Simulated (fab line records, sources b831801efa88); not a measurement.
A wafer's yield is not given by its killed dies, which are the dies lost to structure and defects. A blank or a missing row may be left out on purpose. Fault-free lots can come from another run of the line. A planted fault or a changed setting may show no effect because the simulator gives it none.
Which tool did it?    flow sky130    18 wafers from 6 lots sampled at 4 of the route's 708 steps

## WHAT THE GAUGES READ, wafer by wafer
SKY_VIA1_THK_MEAS_01.
lot   measured      on             VIA1_HDPCVD_THK (nm)
L641  day 33 08:40  film metro-03  1034 1023 1028
L647  day 35 08:00  film metro-01  1019 1031 1014
L652  day 36 23:04  film metro-03  1026 1025 1025
L654  day 37 06:07  film metro-04  511 1031 1030
L658  day 38 09:26  film metro-04  1053 1036 1033
L663  day 40 07:32  film metro-01  1037 1018 1018

## WHAT TOOL EACH LOT RAN ON (gives the tool, then ch and the chambers of the sampled wafers, and finally the start)
lot   SKY_METAL1_SPUTTER_01         SKY_METAL1_DESCUM_17               SKY_VIA1_HDPCVD_00
L641  pvd sputter-02, day 32 04:25  rie metal-04 ch 0,1, day 33 07:43  hdpcvd-02 ch 0,1, day 33 08:33
L647  pvd sputter-02, day 34 03:45  rie metal-02 ch 0, day 35 06:56    hdpcvd-01 ch 0,1,2, day 35 07:53
L652  pvd sputter-01, day 35 20:16  rie metal-04 ch 0,1, day 36 22:10  hdpcvd-02 ch 0,1, day 36 22:57
L654  pvd sputter-02, day 36 02:56  rie metal-04 ch 0,1, day 37 05:13  hdpcvd-01 ch 0,1,2, day 37 06:00
L658  pvd sputter-02, day 37 06:01  rie metal-02 ch 0,1, day 38 08:29  hdpcvd-02 ch 0,2, day 38 09:16
L663  pvd sputter-01, day 39 05:44  rie metal-03 ch 0,1, day 40 06:34  hdpcvd-02 ch 0,1,2, day 40 07:25
- SKY_METAL1_SPUTTER_01: material TiN, target thk 20 nm, time 16.7 s.
- SKY_METAL1_DESCUM_17: chemistry O2, time 8 s.
- SKY_VIA1_HDPCVD_00: deposits SiO2, target thk 1030 nm, time 171.7 s.

## THE ANSWER, worked out from the rows above alone
Rule: the lots themselves supply what counts as usual. Put in order of their means at a reading, lots are off if they are a third of the lots or fewer, leave a main group of 4 or more, and stand apart from it by a gap of 3 or more times the standard deviation of the main group's means; of several such gaps the widest counts. The tables above print the reading to a certain number of digits; a main group whose means all agree to those digits is not used. Also off: a lot with no number at a reading for which 4 or more lots have one. Any other lot the step has rows for is counted as sound.
Off: at SKY_VIA1_THK_MEAS_01 (VIA1_HDPCVD_THK), L654. For the main group the mean is 1028 nm and the standard deviation 6.7.
If a tool, at a process step before that reading, ran all the lots that are off and no sound lot after the first of them, it fits. Those tools and the gauges at SKY_VIA1_THK_MEAS_01 are tried in the same way. 2 tools fit, rie metal-04 at SKY_METAL1_DESCUM_17 and hdpcvd-01 at SKY_VIA1_HDPCVD_00, so this cannot tell which one it is.

## WHAT HAD BEEN PUT IN BY THE SIMULATOR
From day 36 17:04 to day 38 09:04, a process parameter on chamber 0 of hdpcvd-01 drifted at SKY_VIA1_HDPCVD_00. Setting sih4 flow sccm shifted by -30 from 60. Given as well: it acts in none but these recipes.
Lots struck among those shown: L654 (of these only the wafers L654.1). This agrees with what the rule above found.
